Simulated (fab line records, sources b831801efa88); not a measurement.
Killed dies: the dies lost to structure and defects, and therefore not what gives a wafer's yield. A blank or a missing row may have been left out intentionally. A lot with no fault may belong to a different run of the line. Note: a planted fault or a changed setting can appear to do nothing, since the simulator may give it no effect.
Code-filled problem report in 8D (eight disciplines) form    flow gf180mcu    the parts of the form that need people (team, actions taken, sign-off) are left out

== 1. WHAT WENT WRONG ==
Mean of cdNm at GF_V4_CD_MEAS_14: 272.8 nm across 6 wafers in 2 lots; on wafers with no fault it is 260.1 nm (standard deviation 1.2). That puts it +11 standard deviations away from the usual mean.
The step: target cd 260 nm.
The first sign was on wafer L774.2 at day 29 16:53, on cdSem-01. Wafers with a number at this step in the record: 33, from 11 lots. Rule for "out" (also "out of limits"): further than 4 standard deviations from the usual mean. The rest of the wafers with a number are treated as sound.

== 2. WHAT IT IS, AND WHAT IT ISN'T ==
question                     is                      is not
which readings at this step  cdNm                    -
which lots                   L774, L776              L759, L760, L761, L764, L765, L779, L780, L781, L782
which wafers of those lots   all that have a number  -
read on which gauges         cdSem-01, cdSem-02      -
when                         from day 29 16:53       up to then (15 sound wafers); but 12 sound wafers of L779, L780, L781, L782 came after

== 3. WHAT RULES OUT EACH SUSPECT ==
Counting: a tool at any process step up to the reading remains a suspect when it ran all the lots that are out and ran no sound lot after the first of those.
- the gauge at GF_V4_CD_MEAS_14 is ruled out. Those wafers that are out were read across 2 gauges (cdSem-01, cdSem-02).
- lithoTrack-01 at GF_V4_COAT_09 (resist thk 1000 nm): kept. It processed each lot that is out, first L774 at day 29 07:00, and no sound lot thereafter; up to then, the last sound lot it processed was L764 at day 25 16:00.
The count leaves lithoTrack-01 at GF_V4_COAT_09.

== 4. THE CAUSE (what the simulator had put in) ==
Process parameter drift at GF_V4_COAT_09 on lithoTrack-01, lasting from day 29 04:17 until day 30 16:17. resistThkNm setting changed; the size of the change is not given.
The count eliminated every tool but this one.

== 5. THE CHAIN OF EFFECTS, in route order ==
Each row: a reading whose mean over the struck wafers that have a number lies more than 3 standard deviations from the usual. Only readings whose record carries a usual standard deviation are examined. hours: median over the lots of the time between each lot's start at the first step of this table that gives one and its start at this step. sigmas: the change, counted in usual standard deviations.
hours  step              reading       usual       on struck wafers  change  sigmas
0      GF_V4_CD_MEAS_14  cdNm          260.1 nm    272.8             +12.7   +11
0      GF_V4_STRIP_18    oesProductAu  0.593 a.u.  0.479             -0.114  -24
Its process steps:
- GF_V4_STRIP_18: strips in O2/N2.
At these later measuring or inspecting steps, every struck wafer for which the step has a row has a number for every such reading, and none has moved that far: GF_V4_OVL_MEAS_15.

== 6. HOW IT WOULD HAVE BEEN CAUGHT EARLIER ==
Counted from the fault's start at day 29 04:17, it took 13 hours until the first out-of-limits reading at a measuring or inspecting step in this record, taken at day 29 16:53.
No tool reading at GF_V4_COAT_09 that has a usual standard deviation in the record was out on any struck wafer, so an alarm limit of 4 standard deviations on those readings would not have fired.
The start of GF_V4_COAT_09 on lithoTrack-01 came by day 29 16:53 for every one of the lots that are out (2). Tool hold at that time: it would have spared none of them.
